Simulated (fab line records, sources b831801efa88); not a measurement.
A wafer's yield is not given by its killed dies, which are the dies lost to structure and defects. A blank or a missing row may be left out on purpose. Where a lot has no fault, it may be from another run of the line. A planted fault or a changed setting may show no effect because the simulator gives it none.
Which tool is to blame? :: flow gf180mcu :: 14 lots with 42 wafers sampled at 5 steps, on a route of 602 steps

WHAT EACH GAUGE READ, for each wafer
GF_STI_THK_MEAS_24.
lot: L141
measured: day 2 03:36
on: filmMetro-02
STI_CVD_23_THK (nm): 637 647 644

lot: L142
measured: day 2 09:04
on: filmMetro-03
STI_CVD_23_THK (nm): 645 654 650

lot: L143
measured: day 2 15:47
on: filmMetro-03
STI_CVD_23_THK (nm): 655 656 650

lot: L146
measured: day 3 04:54
on: filmMetro-03
STI_CVD_23_THK (nm): 654 651 641

lot: L147
measured: day 3 10:11
on: filmMetro-03
STI_CVD_23_THK (nm): 648 650 651

lot: L148
measured: day 3 16:29
on: filmMetro-03
STI_CVD_23_THK (nm): 648 640 652

lot: L157
measured: day 5 16:13
on: filmMetro-02
STI_CVD_23_THK (nm): 648 653 648

lot: L156
measured: day 5 16:14
on: filmMetro-03
STI_CVD_23_THK (nm): 634 645 647

lot: L158
measured: day 6 04:12
on: filmMetro-02
STI_CVD_23_THK (nm): 633 647 644

lot: L159
measured: day 6 04:12
on: filmMetro-03
STI_CVD_23_THK (nm): 659 642 663

lot: L160
measured: day 6 12:48
on: filmMetro-02
STI_CVD_23_THK (nm): 648 656 643

lot: L161
measured: day 6 15:19
on: filmMetro-03
STI_CVD_23_THK (nm): 665 663 656

lot: L163
measured: day 6 21:47
on: filmMetro-02
STI_CVD_23_THK (nm): 658 649 647

lot: L162
measured: day 6 21:48
on: filmMetro-04
STI_CVD_23_THK (nm): 639 638 649

GF_STI_THK_MEAS_30.
lot: L141
measured: day 2 06:22
on: filmMetro-03
STI_OXIDATION_02_THK (nm): 9.89 10.08 10.03

lot: L142
measured: day 2 11:25
on: filmMetro-02
STI_OXIDATION_02_THK (nm): 10.09 10.23 10.01

lot: L143
measured: day 2 18:52
on: filmMetro-04
STI_OXIDATION_02_THK (nm): 10.09 10.19 10.19

lot: L146
measured: day 3 07:29
on: filmMetro-03
STI_OXIDATION_02_THK (nm): 7.40 7.33 7.39

lot: L147
measured: day 3 13:50
on: filmMetro-03
STI_OXIDATION_02_THK (nm): 7.56 7.43 7.53

lot: L148
measured: day 3 20:35
on: filmMetro-04
STI_OXIDATION_02_THK (nm): 7.46 7.33 7.16

lot: L157
measured: day 6 00:05
on: filmMetro-03
STI_OXIDATION_02_THK (nm): 9.92 10.08 9.94

lot: L156
measured: day 6 00:06
on: filmMetro-02
STI_OXIDATION_02_THK (nm): 9.73 9.76 9.72

lot: L158
measured: day 6 11:35
on: filmMetro-03
STI_OXIDATION_02_THK (nm): 10.25 9.99 10.31

lot: L159
measured: day 6 11:38
on: filmMetro-03
STI_OXIDATION_02_THK (nm): 10.22 9.90 10.23

lot: L160
measured: day 6 18:02
on: filmMetro-04
STI_OXIDATION_02_THK (nm): 9.85 9.81 9.92

lot: L161
measured: day 6 18:02
on: filmMetro-02
STI_OXIDATION_02_THK (nm): 10.09 10.06 10.12

lot: L163
measured: day 7 01:09
on: filmMetro-02
STI_OXIDATION_02_THK (nm): 9.79 9.90 9.96

lot: L162
measured: day 7 01:10
on: filmMetro-04
STI_OXIDATION_02_THK (nm): 10.19 10.23 10.22

GF_VT_IMPLANT_OVL_MEAS_40.
lot: L141
measured: day 7 06:49
on: overlay-01
VT_IMPLANT_03_OVL (nm): 2.3 1.1 1.6

lot: L142
measured: day 7 11:22
on: overlay-01
VT_IMPLANT_03_OVL (nm): -0.3 0.0 1.3

lot: L143
measured: day 7 20:49
on: overlay-01
VT_IMPLANT_03_OVL (nm): 0.7 0.3 0.1

lot: L146
measured: day 8 15:19
on: overlay-02
VT_IMPLANT_03_OVL (nm): 3.5 4.9 5.3

lot: L147
measured: day 8 22:22
on: overlay-01
VT_IMPLANT_03_OVL (nm): -2.5 -3.8 -2.4

lot: L148
measured: day 9 07:01
on: overlay-01
VT_IMPLANT_03_OVL (nm): -1.1 -0.6 -1.5

lot: L157
measured: day 12 06:22
on: overlay-01
VT_IMPLANT_03_OVL (nm): -1.1 -1.7 -0.6

lot: L156
measured: day 12 07:28
on: overlay-02
VT_IMPLANT_03_OVL (nm): 0.7 0.6 0.2

lot: L158
measured: day 12 23:11
on: overlay-02
VT_IMPLANT_03_OVL (nm): -1.7 -1.6 -0.6

lot: L159
measured: day 13 00:11
on: overlay-02
VT_IMPLANT_03_OVL (nm): 3.4 1.8 4.3

lot: L160
measured: day 13 06:10
on: overlay-01
VT_IMPLANT_03_OVL (nm): 2.8 1.9 0.5

lot: L161
measured: day 13 07:34
on: overlay-01
VT_IMPLANT_03_OVL (nm): -0.1 -1.5 0.5

lot: L163
measured: day 13 15:22
on: overlay-01
VT_IMPLANT_03_OVL (nm): -1.3 -1.5 -1.3

lot: L162
measured: day 13 16:38
on: overlay-02
VT_IMPLANT_03_OVL (nm): -2.5 -1.1 0.0

GF_VT_IMPLANT_RS_MEAS_47: measures by four-point-probe.
lot: L141
measured: day 7 07:26
on: filmMetro-01
NWELL_RS (ohm/sq): 487.8 489.6 488.5

lot: L142
measured: day 7 12:00
on: filmMetro-03
NWELL_RS (ohm/sq): 489.4 486.9 487.4

lot: L143
measured: day 7 21:26
on: filmMetro-01
NWELL_RS (ohm/sq): 488.7 488.1 487.0

lot: L146
measured: day 8 15:56
on: filmMetro-04
NWELL_RS (ohm/sq): 488.3 488.0 489.3

lot: L147
measured: day 8 23:01
on: filmMetro-01
NWELL_RS (ohm/sq): 486.8 487.9 487.8

lot: L148
measured: day 9 07:42
on: filmMetro-04
NWELL_RS (ohm/sq): 488.3 488.2 487.8

lot: L157
measured: day 12 06:59
on: filmMetro-04
NWELL_RS (ohm/sq): 487.6 488.3 486.8

lot: L156
measured: day 12 08:06
on: filmMetro-01
NWELL_RS (ohm/sq): 487.9 487.3 487.9

lot: L158
measured: day 12 23:49
on: filmMetro-01
NWELL_RS (ohm/sq): 487.6 487.1 488.4

lot: L159
measured: day 13 00:53
on: filmMetro-01
NWELL_RS (ohm/sq): 487.1 486.3 486.1

lot: L160
measured: day 13 06:48
on: filmMetro-04
NWELL_RS (ohm/sq): 488.4 487.3 487.8

lot: L161
measured: day 13 08:12
on: filmMetro-03
NWELL_RS (ohm/sq): 488.3 487.1 487.1

lot: L163
measured: day 13 16:00
on: filmMetro-04
NWELL_RS (ohm/sq): 486.8 486.9 484.8

lot: L162
measured: day 13 17:17
on: filmMetro-01
NWELL_RS (ohm/sq): 488.5 487.9 488.3

TOOL THAT RAN EACH LOT (tool first, then ch and the chambers of the sampled wafers, then the start)
lot: L141
GF_STI_OXIDATION_29: furnace-02 ch 0, day 2 04:58

lot: L142
GF_STI_OXIDATION_29: furnace-02 ch 0, day 2 10:01

lot: L143
GF_STI_OXIDATION_29: furnace-02 ch 0, day 2 17:28

lot: L146
GF_STI_OXIDATION_29: furnace-01 ch 0, day 3 06:05

lot: L147
GF_STI_OXIDATION_29: furnace-01 ch 0, day 3 12:26

lot: L148
GF_STI_OXIDATION_29: furnace-01 ch 0, day 3 19:11

lot: L157
GF_STI_OXIDATION_29: furnace-02 ch 0, day 5 22:41

lot: L156
GF_STI_OXIDATION_29: furnace-02 ch 0, day 5 22:41

lot: L158
GF_STI_OXIDATION_29: furnace-01 ch 0, day 6 10:08

lot: L159
GF_STI_OXIDATION_29: furnace-01 ch 0, day 6 10:08

lot: L160
GF_STI_OXIDATION_29: furnace-01 ch 0, day 6 16:37

lot: L161
GF_STI_OXIDATION_29: furnace-01 ch 0, day 6 16:37

lot: L163
GF_STI_OXIDATION_29: furnace-01 ch 0, day 6 23:45

lot: L162
GF_STI_OXIDATION_29: furnace-01 ch 0, day 6 23:45
- GF_STI_OXIDATION_29: stabilise 600 s, purge 300 s, target thk 10 nm.

AS READ BY THE TOOLS THEMSELVES (means over the sampled wafers that have a number; for cases with no such wafer, the mark the record gives instead)
GF_STI_OXIDATION_29.
lot: L141
tool: furnace-02
spikeTcCentreC (C): 901.6
zonePowerCentrePct (%): 17.0

lot: L142
tool: furnace-02
spikeTcCentreC (C): 901.4
zonePowerCentrePct (%): 17.0

lot: L143
tool: furnace-02
spikeTcCentreC (C): 901.9
zonePowerCentrePct (%): 17.3

lot: L146
tool: furnace-01
spikeTcCentreC (C): 902.2
zonePowerCentrePct (%): 18.6

lot: L147
tool: furnace-01
spikeTcCentreC (C): 902.8
zonePowerCentrePct (%): 18.7

lot: L148
tool: furnace-01
spikeTcCentreC (C): 901.7
zonePowerCentrePct (%): 18.8

lot: L157
tool: furnace-02
spikeTcCentreC (C): 900.8
zonePowerCentrePct (%): 17.0

lot: L156
tool: furnace-02
spikeTcCentreC (C): 902.3
zonePowerCentrePct (%): 16.9

lot: L158
tool: furnace-01
spikeTcCentreC (C): 902.4
zonePowerCentrePct (%): 18.8

lot: L159
tool: furnace-01
spikeTcCentreC (C): 902.0
zonePowerCentrePct (%): 19.1

lot: L160
tool: furnace-01
spikeTcCentreC (C): 902.1
zonePowerCentrePct (%): 18.9

lot: L161
tool: furnace-01
spikeTcCentreC (C): 902.3
zonePowerCentrePct (%): 19.0

lot: L163
tool: furnace-01
spikeTcCentreC (C): 901.2
zonePowerCentrePct (%): 19.0

lot: L162
tool: furnace-01
spikeTcCentreC (C): 902.4
zonePowerCentrePct (%): 18.9

THE ANSWER, worked out from the rows above alone
Rule: what is usual is taken from the lots themselves. The widest of any qualifying gaps counts: lots, ordered by their means at a reading, are off when they make up no more than a third of the lots, leave a main group of 4 or more, and stand apart from it by 3 or more times the standard deviation of that group's means. The tables above print the reading to a certain number of digits; a main group whose means all agree to those digits is not used. A lot without any number at a reading at which 4 lots or more have one is off too. Where the step has rows for the other lots, those lots are counted as sound. Order of review: gauges by route order, followed by the tools' own readings, for which a lot's mean as printed above is used. The first step at which some lot is off is used, and at that step the reading that is off furthest; a lot without a number counts as furthest.
Off: L146, L147, L148, seen at GF_STI_THK_MEAS_30 (STI_OXIDATION_02_THK). Mean 10.03 nm and standard deviation 0.14 in the main group.
If a tool, at a process step before that reading, ran all the lots that are off and no sound lot after the first of them, it fits. Those tools and the gauges at GF_STI_THK_MEAS_30 are tried in the same way. No candidate that was tried fits.

WHAT THE SIMULATOR PUT IN
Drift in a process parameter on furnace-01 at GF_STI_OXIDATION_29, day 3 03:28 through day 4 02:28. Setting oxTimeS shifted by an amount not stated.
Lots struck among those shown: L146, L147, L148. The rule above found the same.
